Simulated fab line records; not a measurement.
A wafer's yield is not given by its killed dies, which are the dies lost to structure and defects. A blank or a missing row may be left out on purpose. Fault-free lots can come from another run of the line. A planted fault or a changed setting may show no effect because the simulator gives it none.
fab line records	flow gf180mcu
record lots=14	wafers=42	last-day=34
route steps=602 shown V3@442 M4@456
lots that met no fault: from a run of the same line without faults
start-h: start of the lot's first displayed wafer, in hours after the record's first day	wait-h: how many hours have passed since the lot's step before this one	" unchanged from the row above	L1.1+2: one row covering several wafers at once	- no value present, or no start provided	* or withheld: withheld	< > ~ a bound
route shown NAME@n: names a module that has steps shown in the file, with the first one's number in the route	usual: average and standard deviation across the fault-free wafers	same: alike in all rows	chamber/n: place in a boat	sites: each site's reading	_std_site: the standard deviation of these	_edge_site: mean of outer sites minus mean of inner sites	radius-mm: for every site, how far away it sits from the centre of the wafer	mask NAME#n: copy n	behind: the most recent tool/chamber to have shaped the wafer	hold: what put the lot on hold/how long, in hours/how the hold closed	device: whichever transistor did not switch (one of n, p or np)	end of line: the same wafers' tests at the end of the route	a step without rows: its recipe alone	killed: dies that structure and defects cost at the first sort, which is not the same as the wafer's yield	map: shows each die of a wafer: x if killed, . if not, _ if none is there
set.NAME: the setting the step ran with; set.NAME@STEP: the setting that earlier step ran with	model.NAME: the simulator's own value behind a step, which no gauge read
the route's steps for a sample of lots (tables are steps, rows are wafers)
services: a tool's chamber out of use, with start hour (start-h, from the record's first day; less than 0 if before it), hours out, and reason
## steps
# step GF_V3_DEVELOP_13
# recipe develop-time-s=60	resist=KrF	dev-temp-c=21
# usual chill-plate-temp-C=23.01/0.096	develop-time-s=60/0	resist-line-temp-C=23.00/0.1
lot.wafer	tool	chamber	start-h	wait-h	chill-plate-temp-C	develop-time-s	resist-line-temp-C
L666.2	litho-track-01	0	509.99	0.2	23.13	60	22.95
L666.5	"	0	"	"	23.07	60	23.00
L666.6	"	0	"	"	23.16	60	22.94
L668.1	litho-track-01	0	523.36	0.2	23.04	60	22.97
L668.2	"	0	"	"	23.06	60	22.96
L668.4	"	0	"	"	23.13	60	22.92
L671.4	litho-track-03	0	563.81	0.1	23.10	60	23.20
L671.5	"	0	"	"	23.27	60	22.99
L671.6	"	0	"	"	23.18	60	23.00
L672.2	litho-track-01	0	566.49	0.2	22.95	60	23.03
L672.3	"	0	"	"	23.05	60	23.08
L672.4	"	0	"	"	22.89	60	23.19
L679.1	litho-track-01	-	622.41	0.2	-	-	-
L679.5	"	-	"	"	-	-	-
L679.6	"	-	"	"	-	-	-
L680.3	litho-track-01	-	626.76	0.1	-	-	-
L680.4	"	-	"	"	-	-	-
L680.5	"	-	"	"	-	-	-
L682.2	litho-track-01	0	643.94	0.2	23.14	60	23.02
L682.3	"	0	"	"	23.01	60	22.94
L682.5	"	0	"	"	22.88	60	22.99
L683.2	litho-track-01	0	649.04	0.2	22.97	60	23.03
L683.4	"	0	"	"	22.94	60	23.00
L683.6	"	0	"	"	23.02	60	23.07
L684.1	litho-track-04	0	654.83	0.2	23.13	60	22.93
L684.5	"	0	"	"	23.15	60	22.82
L684.6	"	0	"	"	22.96	60	22.90
L685.4	litho-track-03	0	662.26	0.1	23.10	60	22.84
L685.5	"	0	"	"	22.83	60	22.89
L685.6	"	0	"	"	23.14	60	23.07
L686.3	litho-track-01	0	666.66	0.1	23.03	60	23.07
L686.4	"	0	"	"	23.10	60	23.25
L686.6	"	0	"	"	23.01	60	23.24
L687.2	litho-track-01	0	677.19	0.2	22.92	60	22.96
L687.3	"	0	"	"	22.85	60	22.88
L687.6	"	0	"	"	22.97	60	22.86
L688.1	litho-track-03	0	681.83	0.2	23.03	60	22.91
L688.2	"	0	"	"	22.98	60	23.03
L688.3	"	0	"	"	22.97	60	22.98
L689.4	litho-track-04	0	688.11	0.1	22.88	60	22.96
L689.5	"	0	"	"	22.98	60	22.93
L689.6	"	0	"	"	22.90	60	23.05
# step GF_V3_STRIP_18
# recipe chemistry=O2/N2	power-w=1400	pressure-mtorr=1500	platen-temp-c=250	o2-flow-sccm=3000	n2-flow-sccm=300	overash-fraction=0.5
# usual drypump-motor-current-A=5.6/0.42	heater-power-w=330/9.1	n2-flow-sccm=300.2/0.96	oes-product-au=0.593/0.0044
lot.wafer	tool	chamber	start-h	wait-h	drypump-motor-current-A	heater-power-w	n2-flow-sccm	oes-product-au	rf-hours-counter-h
L666.2	plasma-asher-04	1	510.46	-	5.2	328	299.4	0.587	86
L666.5	"	0	"	"	5.9	337	301.1	0.590	-
L666.6	"	1	"	"	5.2	333	299.0	0.598	-
L668.1	plasma-asher-03	0	523.80	-	5.0	324	300.8	0.597	9
L668.2	"	1	"	"	6.0	335	299.9	0.594	9
L668.4	"	1	"	"	6.0	338	300.7	0.600	-
L671.4	plasma-asher-03	0	564.20	-	5.0	328	298.5	0.585	-
L671.5	"	0	"	"	4.9	332	299.8	0.592	-
L671.6	"	1	"	"	6.0	340	301.3	0.595	-
L672.2	plasma-asher-04	0	566.90	-	5.9	339	300.6	0.588	92
L672.3	"	1	"	"	5.3	327	300.4	0.590	-
L672.4	"	0	"	"	5.9	325	299.2	0.597	-
L679.1	plasma-asher-04	0	622.85	-	5.9	329	301.0	0.602	98
L679.5	"	0	"	"	5.9	334	301.2	0.597	-
L679.6	"	1	"	"	5.2	321	300.3	0.594	-
L680.3	plasma-asher-04	1	627.18	-	5.2	333	299.8	0.599	-
L680.4	"	0	"	"	6.0	334	300.7	0.599	-
L680.5	"	1	"	"	5.2	326	300.2	0.601	-
L682.2	plasma-asher-02	1	644.35	-	5.5	348	298.6	0.594	86
L682.3	"	0	"	"	6.1	311	299.6	0.591	-
L682.5	"	0	"	"	6.1	302	299.2	0.593	-
L683.2	plasma-asher-04	0	649.45	-	6.0	340	299.3	0.597	100
L683.4	"	1	"	"	5.2	327	299.3	0.600	-
L683.6	"	0	"	"	6.0	333	300.3	0.595	-
L684.1	plasma-asher-04	0	655.27	-	6.0	336	300.0	0.596	101
L684.5	"	1	"	"	5.2	323	299.6	0.586	-
L684.6	"	0	"	"	6.0	329	300.5	0.595	-
L685.4	plasma-asher-04	0	662.65	-	6.0	342	299.4	0.597	-
L685.5	"	0	"	"	6.0	350	300.3	0.592	-
L685.6	"	1	"	"	5.2	336	301.9	0.586	-
L686.3	plasma-asher-04	0	667.08	-	6.0	335	300.0	0.598	-
L686.4	"	1	"	"	5.3	324	299.9	0.589	-
L686.6	"	1	"	"	5.2	322	298.8	0.603	-
L687.2	plasma-asher-04	0	677.60	-	6.0	333	298.3	0.592	104
L687.3	"	1	"	"	5.2	325	300.0	0.594	-
L687.6	"	1	"	"	5.2	328	300.4	0.596	-
L688.1	plasma-asher-03	1	682.27	-	6.0	339	300.5	0.592	26
L688.2	"	0	"	"	4.9	335	300.3	0.600	26
L688.3	"	1	"	"	6.0	337	299.9	0.601	-
L689.4	plasma-asher-04	1	688.50	-	5.2	331	300.5	0.593	-
L689.5	"	1	"	"	5.2	321	298.9	0.594	-
L689.6	"	0	"	"	6.0	333	301.0	0.600	-
# step GF_V3_SPUTTER_21
# recipe material=Ti	target-thk-nm=15	chamber-pressure-pa=5	power-w=2500	substrate-temp-c=200	time-s=80.02
# usual chamber-pressure-pa=5.000/0.0095	throttle-valve-pct=29.7/0.94
lot.wafer	tool	chamber	start-h	wait-h	chamber-pressure-pa	throttle-valve-pct
L666.2	pvd-sputter-03	-	511.00	0.0	4.996	28.8
L666.5	"	-	"	"	5.010	30.3
L666.6	"	-	"	"	4.999	30.1
L668.1	pvd-sputter-01	-	524.36	0.0	5.002	31.5
L668.2	"	-	"	"	5.000	30.1
L668.4	"	-	"	"	4.994	29.7
L671.4	pvd-sputter-01	-	564.70	0.0	5.002	29.8
L671.5	"	-	"	"	5.001	30.4
L671.6	"	-	"	"	4.996	29.6
L672.2	pvd-sputter-01	-	567.47	0.0	4.994	30.2
L672.3	"	-	"	"	5.000	29.9
L672.4	"	-	"	"	5.012	29.9
L679.1	pvd-sputter-02	-	623.39	0.0	5.002	27.4
L679.5	"	-	"	"	4.986	30.1
L679.6	"	-	"	"	4.997	29.1
L680.3	pvd-sputter-03	-	627.81	0.0	5.029	30.3
L680.4	"	-	"	"	4.999	28.7
L680.5	"	-	"	"	4.993	28.8
L682.2	pvd-sputter-03	-	644.90	0.0	5.020	28.6
L682.3	"	-	"	"	5.012	30.1
L682.5	"	-	"	"	5.018	29.8
L683.2	pvd-sputter-02	-	649.98	0.0	5.014	27.2
L683.4	"	-	"	"	4.992	29.4
L683.6	"	-	"	"	4.997	27.1
L684.1	pvd-sputter-01	-	655.80	0.0	4.993	30.4
L684.5	"	-	"	"	4.998	30.3
L684.6	"	-	"	"	4.985	29.6
L685.4	pvd-sputter-01	-	663.15	0.0	4.989	30.0
L685.5	"	-	"	"	4.995	29.3
L685.6	"	-	"	"	5.004	30.2
L686.3	pvd-sputter-03	-	667.70	0.0	5.010	28.9
L686.4	"	-	"	"	5.006	28.9
L686.6	"	-	"	"	5.011	30.4
L687.2	pvd-sputter-03	-	678.22	0.0	5.018	30.0
L687.3	"	-	"	"	5.008	28.6
L687.6	"	-	"	"	4.998	30.7
L688.1	pvd-sputter-03	-	683.23	0.0	4.999	30.1
L688.2	"	-	"	"	5.002	29.9
L688.3	"	-	"	"	5.005	29.1
L689.4	pvd-sputter-02	-	689.34	0.0	5.007	29.1
L689.5	"	-	"	"	4.989	30.3
L689.6	"	-	"	"	5.007	30.2
# step GF_M4_SPUTTER_00
# recipe material=Ti	target-thk-nm=37.5	arriving-ion-energy-ev=80	substrate-temp-c=200	chamber-pressure-pa=2	power-w=4000	time-s=150
# usual chamber-pressure-pa=2.000/0.0037	throttle-valve-pct=29.2/0.79
lot.wafer	tool	chamber	start-h	wait-h	chamber-pressure-pa	throttle-valve-pct
L666.2	pvd-sputter-02	-	511.70	0.2	2.004	30.4
L666.5	"	-	"	"	2.004	27.3
L666.6	"	-	"	"	2.004	29.1
L668.1	pvd-sputter-03	-	525.05	0.1	1.999	30.1
L668.2	"	-	"	"	1.997	28.9
L668.4	"	-	"	"	2.003	28.8
L671.4	pvd-sputter-04	-	565.39	0.2	2.005	29.0
L671.5	"	-	"	"	2.001	28.9
L671.6	"	-	"	"	2.006	29.9
L672.2	pvd-sputter-03	-	568.16	0.2	2.002	28.6
L672.3	"	-	"	"	2.002	29.9
L672.4	"	-	"	"	1.995	30.2
L682.2	pvd-sputter-02	-	645.59	0.2	2.001	30.4
L682.3	"	-	"	"	2.001	29.8
L682.5	"	-	"	"	1.995	29.1
L683.2	pvd-sputter-03	-	650.67	0.2	1.999	28.7
L683.4	"	-	"	"	1.994	29.0
L683.6	"	-	"	"	2.002	28.7
L684.1	pvd-sputter-04	-	656.49	0.1	1.998	28.8
L684.5	"	-	"	"	1.993	28.8
L684.6	"	-	"	"	2.002	29.1
L685.4	pvd-sputter-04	-	663.84	0.2	1.996	29.4
L685.5	"	-	"	"	2.000	28.7
L685.6	"	-	"	"	1.999	30.0
L686.3	pvd-sputter-04	-	668.39	0.1	1.995	28.9
L686.4	"	-	"	"	1.994	29.2
L686.6	"	-	"	"	2.000	29.0
L687.2	pvd-sputter-04	-	678.91	0.1	1.999	29.7
L687.3	"	-	"	"	1.997	28.7
L687.6	"	-	"	"	1.996	28.0
L688.1	pvd-sputter-04	-	683.93	0.2	2.001	29.4
L688.2	"	-	"	"	1.996	27.9
L688.3	"	-	"	"	1.997	29.1
L689.4	pvd-sputter-03	-	690.04	0.1	2.006	30.4
L689.5	"	-	"	"	1.998	28.8
L689.6	"	-	"	"	1.998	28.7
## services
tool	chamber	start-h	hours	kind
pvd-sputter-01	-	508.94	3.4	repair
plasma-asher-02	-	522.36	0.6	repair
plasma-asher-03	-	575.32	0.4	repair
pvd-sputter-01	-	601.01	10.2	repair
pvd-sputter-03	-	612.93	8.6	repair
pvd-sputter-03	-	613.28	2.6	repair
pvd-sputter-03	-	630.12	8.2	repair
plasma-asher-04	-	649.61	1.4	repair
plasma-asher-02	-	665.13	2.8	repair
## key
first-sign step=GF_V3_DEVELOP_13	reading=tool-record	direction=missing
effect none on later readings
met-at GF_V3_DEVELOP_13
struck-lots L679,L680
later-rows-left-out L679.1,L679.5,L679.6,L680.3,L680.4,L680.5
sort-left-out L679.1,L679.5,L679.6,L680.3,L680.4,L680.5
not-acting-at GF_V3_STRIP_18,GF_V3_SPUTTER_21,GF_M4_SPUTTER_00
onset-between 566.49 622.41
fault kind=skipped-step-whole	tool=litho-track-01	chamber=-	onset-h=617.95	steps=GF_V3_DEVELOP_13	scope=struck-lots-only
# sort-left-out: the simulated sort isn't trusted on such a fault, so these wafers' sort isn't shown, and their yield isn't known
# later-rows-left-out: the simulator's readings of these wafers behind a module that went badly wrong aren't trusted and aren't shown, but for the sort
